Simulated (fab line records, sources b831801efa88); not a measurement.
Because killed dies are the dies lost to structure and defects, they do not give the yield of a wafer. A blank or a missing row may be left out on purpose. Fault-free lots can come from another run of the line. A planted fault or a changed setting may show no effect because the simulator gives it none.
The tool behind it: which one? || flow sky130 || Sampling: 13 lots, 39 wafers, 2 of 708 route steps

WHAT EACH GAUGE READ, for each wafer
SKY_LOCAL_INTERCONNECT_OVL_MEAS_12.
{"lot": "L192", "measured": "day 30 20:04", "on": "overlay-01", "LOCAL_INTERCONNECT_OVL (nm)": "-5 -7 -12"}
{"lot": "L193", "measured": "day 30 21:28", "on": "overlay-01", "LOCAL_INTERCONNECT_OVL (nm)": "-2 -2 2"}
{"lot": "L196", "measured": "day 32 12:43", "on": "overlay-02", "LOCAL_INTERCONNECT_OVL (nm)": "-8 -4 7"}
{"lot": "L198", "measured": "day 32 13:27", "on": "overlay-01", "LOCAL_INTERCONNECT_OVL (nm)": "-7 4 -2"}
{"lot": "L200", "measured": "day 34 02:46", "on": "overlay-02", "LOCAL_INTERCONNECT_OVL (nm)": "-3 -9 -1"}
{"lot": "L202", "measured": "day 34 08:16", "on": "overlay-02", "LOCAL_INTERCONNECT_OVL (nm)": "13 1 12"}
{"lot": "L203", "measured": "day 34 19:08", "on": "overlay-02", "LOCAL_INTERCONNECT_OVL (nm)": "2 -7 -3"}
{"lot": "L204", "measured": "day 35 01:43", "on": "overlay-02", "LOCAL_INTERCONNECT_OVL (nm)": "9 6 13"}
{"lot": "L205", "measured": "day 35 22:05", "on": "overlay-01", "LOCAL_INTERCONNECT_OVL (nm)": "7 2 -9"}
{"lot": "L209", "measured": "day 36 05:58", "on": "overlay-01", "LOCAL_INTERCONNECT_OVL (nm)": "-11 -6 -4"}
{"lot": "L211", "measured": "day 36 20:54", "on": "overlay-01", "LOCAL_INTERCONNECT_OVL (nm)": "-4 -3 -3"}
{"lot": "L213", "measured": "day 37 06:26", "on": "overlay-01", "LOCAL_INTERCONNECT_OVL (nm)": "4 0 5"}
{"lot": "L215", "measured": "day 37 19:49", "on": "overlay-01", "LOCAL_INTERCONNECT_OVL (nm)": "-3 -7 1"}

EACH LOT AND THE TOOL THAT RAN IT (in order: tool; ch and the chambers of the sampled wafers; start)
{"lot": "L192", "SKY_NWELL_IMPLANT_24": "implanter-03 ch 0, day 5 10:08"}
{"lot": "L193", "SKY_NWELL_IMPLANT_24": "implanter-01 ch 0, day 5 14:42"}
{"lot": "L196", "SKY_NWELL_IMPLANT_24": "implanter-01 ch 0, day 6 10:29"}
{"lot": "L198", "SKY_NWELL_IMPLANT_24": "implanter-01 ch 0, day 6 19:00"}
{"lot": "L200", "SKY_NWELL_IMPLANT_24": "implanter-04 ch 0, day 7 08:22"}
{"lot": "L202", "SKY_NWELL_IMPLANT_24": "implanter-04 ch 0, day 7 20:28"}
{"lot": "L203", "SKY_NWELL_IMPLANT_24": "implanter-04 ch 0, day 8 03:04"}
{"lot": "L204", "SKY_NWELL_IMPLANT_24": "implanter-01 ch 0, day 8 09:54"}
{"lot": "L205", "SKY_NWELL_IMPLANT_24": "implanter-04 ch 0, day 8 17:11"}
{"lot": "L209", "SKY_NWELL_IMPLANT_24": "implanter-01 ch 0, day 9 17:19"}
{"lot": "L211", "SKY_NWELL_IMPLANT_24": "implanter-01 ch 0, day 10 05:24"}
{"lot": "L213", "SKY_NWELL_IMPLANT_24": "implanter-03 ch 0, day 10 15:55"}
{"lot": "L215", "SKY_NWELL_IMPLANT_24": "implanter-04 ch 0, day 11 08:46"}
- SKY_NWELL_IMPLANT_24

WHAT THE TOOLS THEMSELVES READ (means of the sampled wafers that have a number; where no wafer has one, the mark that the record gives instead)
SKY_NWELL_IMPLANT_24.
{"lot": "L192", "tool": "implanter-03", "dose_ions_cm2": 9.2e+12}
{"lot": "L193", "tool": "implanter-01", "dose_ions_cm2": 9.2e+12}
{"lot": "L196", "tool": "implanter-01", "dose_ions_cm2": 9.2e+12}
{"lot": "L198", "tool": "implanter-01", "dose_ions_cm2": 9.2e+12}
{"lot": "L200", "tool": "implanter-04", "dose_ions_cm2": 9.2e+12}
{"lot": "L202", "tool": "implanter-04", "dose_ions_cm2": 9.0e+12}
{"lot": "L203", "tool": "implanter-04", "dose_ions_cm2": 9.0e+12}
{"lot": "L204", "tool": "implanter-01", "dose_ions_cm2": 9.2e+12}
{"lot": "L205", "tool": "implanter-04", "dose_ions_cm2": 9.0e+12}
{"lot": "L209", "tool": "implanter-01", "dose_ions_cm2": 9.2e+12}
{"lot": "L211", "tool": "implanter-01", "dose_ions_cm2": 9.2e+12}
{"lot": "L213", "tool": "implanter-03", "dose_ions_cm2": 9.2e+12}
{"lot": "L215", "tool": "implanter-04", "dose_ions_cm2": 9.2e+12}

THE ANSWER, worked out from the rows above alone
Rule: what is usual is taken from the lots themselves. Put in order of their means at a reading, lots are off if they are a third of the lots or fewer, leave a main group of 4 or more, and stand apart from it by a gap of 3 or more times the standard deviation of the main group's means; of several such gaps the widest counts. If all means in a main group match to the digits the tables above print for the reading, that group is not used. Also off: a lot with no number at a reading for which 4 or more lots have one. Where the step has rows for the other lots, those lots are counted as sound. First the gauges in route order, then the tools' own readings, where a lot's mean is used as printed above. The first step at which some lot is off is used, and at that step the reading that is off furthest; a lot without a number counts as furthest.
No lot is off at any reading shown: from this, nothing can be told.

WHAT THE SIMULATOR HAD PUT IN
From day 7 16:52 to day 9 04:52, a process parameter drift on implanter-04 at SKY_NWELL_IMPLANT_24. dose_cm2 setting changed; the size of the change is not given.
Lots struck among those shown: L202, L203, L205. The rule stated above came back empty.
